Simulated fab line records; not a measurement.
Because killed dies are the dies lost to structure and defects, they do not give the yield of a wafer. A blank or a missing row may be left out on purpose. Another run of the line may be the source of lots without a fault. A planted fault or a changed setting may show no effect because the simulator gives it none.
2 desks looking at one fault | flow sky130 | only its own numbers are on each desk; what lay behind them is given at the end

== FOR THE TOOL OWNER'S DESK: litho_track-04 ==
The tool's own readings at SKY_RES_XHIGH_DEVELOP_06 (develop time 60 s): means of the sampled wafers that have a number, for each lot that ran on this tool. Marked OUT: a lot whose mean sits more than 4 standard deviations from the usual mean, which makes it out of limits; the brackets give that distance.
Columns: A = developer_temp_C at SKY_RES_XHIGH_DEVELOP_06, usual 22.99 C
lot  | first seen here | A
L785 | day 28 21:35    | 22.99
L789 | day 29 11:08    | 22.93
L794 | day 31 01:55    | 23.97 (+9.8) OUT
L795 | day 31 13:04    | 23.89 (+9.0) OUT
L802 | day 33 21:38    | 22.95
This desk's verdict: out of limits on L794, L795, starting with L794 at day 31 01:55 (developer_temp_C at SKY_RES_XHIGH_DEVELOP_06). In limits: L785, L789, L802.

== AT THE METROLOGY DESK ==
What the gauges read for every lot (on any tool): the sampled wafers with a number, averaged. Marked OUT: a lot whose mean sits more than 4 standard deviations from the usual mean, which makes it out of limits; the brackets give that distance.
Columns: A = CONTACT_BOW at SKY_CONTACT_BOW_MEAS_05, usual 80 um
lot  | first seen here | A
L783 | day 32 07:31    | 81
L784 | day 32 07:42    | 87
L785 | day 32 13:52    | 77
L789 | day 33 02:10    | 78
L793 | day 34 08:35    | 83
L792 | day 34 11:23    | 81
L794 | day 34 14:36    | 86
L795 | day 35 02:29    | 79
L798 | day 36 07:58    | 81
L800 | day 36 14:57    | 79
L801 | day 37 03:32    | 80
L802 | day 37 09:37    | 77
L803 | day 37 15:06    | 84
L804 | day 37 17:07    | 80
Finding of this desk: none of the 14 lots has anything out of limits.

== ALL TOGETHER ==
On L794, L795, at day 31 01:55, an alarm was possible from the tool owner's desk.
Metrology desk: nothing out of limits seen.
The metrology desk has L794, L795 on record, within its limits.
Of the lots named, all ran SKY_RES_XHIGH_DEVELOP_06 on litho_track-04.

== WHAT HAD BEEN PUT IN BY THE SIMULATOR ==
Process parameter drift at SKY_RES_XHIGH_DEVELOP_06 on litho_track-04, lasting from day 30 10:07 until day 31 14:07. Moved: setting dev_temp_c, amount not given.
Lots struck among those shown: L794, L795.
Delay in hours, fault start to first out-of-limits reading, by desk: the tool owner's desk at 16.
